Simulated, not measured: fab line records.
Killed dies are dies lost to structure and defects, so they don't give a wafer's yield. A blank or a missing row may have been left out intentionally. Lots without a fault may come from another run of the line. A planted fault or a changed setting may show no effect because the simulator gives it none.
A struck lot beside a sound one -- flow sky130 -- 14 out of 708 route steps
Sound: the wafers L968.1, L968.5, L968.6. Struck: wafers L980.1, L980.2, L980.6. The cause comes at the end.
For every step that has rows: the tool of each side, followed by ch and its chambers, followed by its first start. Under that, the readings that differ: sound wafers -- struck wafers -- difference of the means -- sigmas: that difference in standard deviations of wafers without a fault.
alike: readings whose means differ by less than 2 such deviations, and words and numbers that are the same on both sides. not compared: withheld readings, readings that some wafer has no value for, bounds like >300 that may hide the same value, and numbers for which the record gives no deviation and whose values overlap.
A row with sigmas, a row that says differs or no value, or rows on one side alone: a step with any of these is where the two part. Numbers that have no deviation but don't overlap get no sigmas and don't part them. Lack of a reading on every wafer of one side parts them only where that side has two or more wafers.

SKY_CAPM_OVL_MEAS_12:
  struck on overlay-02, day 41 10:35; sound on overlay-01, day 37 23:44
  alike: CAPM_OVL
SKY_CAPM_METAL_ETCH_13: etches TiN in Cl2/BCl3, stops on SiO2, target depth 220 nm, time 62.9 s.
  sound on rie metal-02 ch 0,1, day 37 23:46; struck on rie metal-02 ch 0,1, day 41 10:37
  alike: drypump motor current A, oes product au, throttle valve pct
  not compared: rf hours counter h
SKY_CAPM_STRIP_14: strips in O2/N2.
  sound on plasma asher-01 ch 0,1, day 37 23:50; struck on plasma asher-02 ch 0,1, day 41 10:41
  alike: drypump motor current A, oes product au, strip time to endpoint s
  not compared: rf hours counter h
then, 9 steps without rows for these wafers: SKY_CAPM_STRIP_15 (strips in post etch residue remover, time 1200 s); SKY_CAPM_CLEAN_16 (cleans in IPA, time 180 s); SKY_CAPM_CLEAN_17 (cleans in O3/DIW); SKY_METAL3_DEHYDRATE_05 (time 60 s); SKY_METAL3_HMDS_06 (prime time 60 s); SKY_METAL3_COAT_07 (resist thk 60 nm); SKY_METAL3_COAT_08 (resist thk 1140 nm); SKY_METAL3_SOFTBAKE_09 (time 90 s); SKY_METAL3_EXPOSE_10 (exposes mask MM3, target cd 300 nm).
SKY_METAL3_PEB_11:
  struck on litho track-01, day 42 10:00; sound on litho track-01 ch 0, day 39 00:00
reading,sound,struck,difference,sigmas
exhaust pa (Pa),45.1 44.1 45.0,- - -,no value on the struck wafers,
  not compared: chill plate temp C
then, 1 step without rows for these wafers: SKY_METAL3_DEVELOP_12 (develop time 60 s).

WHERE THEY PART
Only at SKY_METAL3_PEB_11, within this record.

WHY: the cause the simulator had injected
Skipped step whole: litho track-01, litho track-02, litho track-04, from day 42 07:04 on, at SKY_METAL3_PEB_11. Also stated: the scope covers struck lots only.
